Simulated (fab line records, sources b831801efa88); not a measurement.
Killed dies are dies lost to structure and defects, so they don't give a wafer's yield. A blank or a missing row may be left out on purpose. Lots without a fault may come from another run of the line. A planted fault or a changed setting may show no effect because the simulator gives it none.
Which tool did it? | flow sky130 | 6 lots, 18 wafers sampled, at 3 steps of a route of 708

WHAT THE GAUGES READ, wafer by wafer
SKY_VT_ADJUST_NCORE_CD_MEAS_07: target cd 380 nm.
lot  | measured     | on        | cd_nm (nm)
L710 | day 8 14:46  | cd_sem-02 | 384 386 381
L714 | day 9 19:13  | cd_sem-02 | 376 378 380
L719 | day 11 15:58 | cd_sem-01 | 371 372 375
L726 | day 13 12:01 | cd_sem-01 | 383 383 385
L729 | day 14 09:20 | cd_sem-02 | 382 383 380
L732 | day 15 08:59 | cd_sem-01 | 378 381 378

WHICH TOOL RAN EACH LOT (tool, then ch and the chambers of the sampled wafers, then the start)
lot  | SKY_VT_ADJUST_HVTP_STRIP_10          | SKY_VT_ADJUST_LVTN_STRIP_09
L710 | plasma_asher-04 ch 0,1, day 6 03:49  | plasma_asher-03 ch 0,1, day 6 22:48
L714 | plasma_asher-04 ch 0,1, day 7 05:16  | plasma_asher-04 ch 0,1, day 8 01:57
L719 | plasma_asher-01 ch 1, day 8 20:40    | plasma_asher-04 ch 0,1, day 9 18:21
L726 | plasma_asher-02 ch 0,1, day 10 12:04 | plasma_asher-03 ch 0,1, day 11 12:15
L729 | plasma_asher-04 ch 0,1, day 11 07:27 | plasma_asher-04 ch 0,1, day 12 06:59
L732 | plasma_asher-02 ch 1, day 12 04:28   | plasma_asher-04 ch 0,1, day 13 04:42
- SKY_VT_ADJUST_HVTP_STRIP_10: strips in O2/N2.
- SKY_VT_ADJUST_LVTN_STRIP_09: strips in O2/N2.

THE ANSWER, worked out from the rows above alone
Rule: what is usual is taken from the lots themselves. Put in order of their means at a reading, lots are off if they are a third of the lots or fewer, leave a main group of 4 or more, and stand apart from it by a gap of 3 or more times the standard deviation of the main group's means; of several such gaps the widest counts. A main group whose means are all the same, to the digits that the tables above print for the reading, isn't used. A lot without any number at a reading at which 4 lots or more have one is off too. The other lots that the step has rows for count as sound.
No lot is off at any reading shown: from this, nothing can be told.

WHAT THE SIMULATOR HAD PUT IN
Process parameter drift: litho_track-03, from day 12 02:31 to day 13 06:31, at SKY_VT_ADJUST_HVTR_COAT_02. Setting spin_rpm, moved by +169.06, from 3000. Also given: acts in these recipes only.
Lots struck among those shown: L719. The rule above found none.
